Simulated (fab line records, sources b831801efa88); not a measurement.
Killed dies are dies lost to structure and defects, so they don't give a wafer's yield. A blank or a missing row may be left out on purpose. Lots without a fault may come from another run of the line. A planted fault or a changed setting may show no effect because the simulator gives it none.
One fault seen from 2 desks | flow sky130 | each desk has only its own numbers; what lay behind them comes last

THE TOOL OWNER'S DESK: plasma_asher-02
The tool's own readings at SKY_CAPM_STRIP_14 (strips in O2/N2): means of the sampled wafers that have a number, for each lot that ran on this tool. A lot is out of limits, marked OUT, if its mean lies more than 4 standard deviations from the usual mean; the brackets give that distance.
Columns: A = chamber_pressure_mTorr at SKY_CAPM_STRIP_14, usual 1500.0 mTorr; B = drypump_motor_current_A at SKY_CAPM_STRIP_14, usual 5.5 A; C = o2_flow_sccm at SKY_CAPM_STRIP_14, usual 3000 sccm; D = oes_product_au at SKY_CAPM_STRIP_14, usual 0.711 a.u.; E = strip_time_to_endpoint_s at SKY_CAPM_STRIP_14, usual 12.65 s
lot  | first seen here | A      | B   | C              | D     | E
L715 | day 39 10:47    | 1500.1 | 6.0 | 2992           | 0.711 | 12.62
L717 | day 39 19:22    | 1500.1 | 5.9 | 3008           | 0.713 | 12.69
L720 | day 40 12:44    | 1499.8 | 6.2 | 2998           | 0.711 | 12.61
L729 | day 42 09:29    | 1499.0 | 6.2 | 2789 (-23) OUT | 0.705 | 12.67
L731 | day 42 22:35    | 1500.6 | 6.2 | 2801 (-22) OUT | 0.706 | 12.74
This desk's finding: out of limits on L729, L731; first on L729, day 42 09:29 (o2_flow_sccm at SKY_CAPM_STRIP_14). In limits: L715, L717, L720.

THE METROLOGY DESK
What the gauges read, lot by lot, whatever tool the lot ran on: means of the sampled wafers that have a number. A lot is out of limits, marked OUT, if its mean lies more than 4 standard deviations from the usual mean; the brackets give that distance.
Columns: A = cd_nm at SKY_VIA2_CD_MEAS_12, usual 200.6 nm; B = VIA2_W_THK at SKY_VIA2_THK_MEAS_23, usual 420 nm; C = CAPM_OVL at SKY_CAPM_OVL_MEAS_12, usual 0.4 nm
lot  | first seen here | A     | B   | C
L712 | day 35 23:28    | 200.0 | 426 | -0.4
L713 | day 36 01:23    | 201.0 | 417 | 1.1
L714 | day 36 16:04    | 199.2 | 416 | -0.1
L715 | day 38 08:16    | 201.7 | 422 | 0.2
L717 | day 38 17:13    | 198.0 | 419 | 0.1
L720 | day 39 10:42    | 199.3 | 430 | -1.1
L722 | day 39 15:33    | 202.3 | 416 | 0.0
L729 | day 41 07:04    | 202.3 | 423 | 0.3
L730 | day 41 15:01    | 199.5 | 420 | 0.7
L731 | day 41 21:16    | 199.9 | 421 | 0.3
L733 | day 42 15:16    | 200.4 | 423 | 0.6
L735 | day 43 01:01    | 200.0 | 420 | -1.2
This desk's finding: nothing out of limits on any of the 12 lots.

PUT TOGETHER
The tool owner's desk could have raised an alarm at day 42 09:29, on L729, L731.
The metrology desk saw nothing out of limits.
The metrology desk has L729, L731 on record, within its limits.
Of the lots named, all ran SKY_CAPM_STRIP_14 on plasma_asher-02.

WHAT THE SIMULATOR HAD PUT IN
Process parameter drift: plasma_asher-02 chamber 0, from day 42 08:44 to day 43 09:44, at SKY_CAPM_STRIP_14. Setting o2_flow_sccm, moved by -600, from 3000. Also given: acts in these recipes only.
Lots struck among those shown: L729, L731.
Hours from the fault's start to each desk's first reading out of limits: the tool owner's desk, 1.
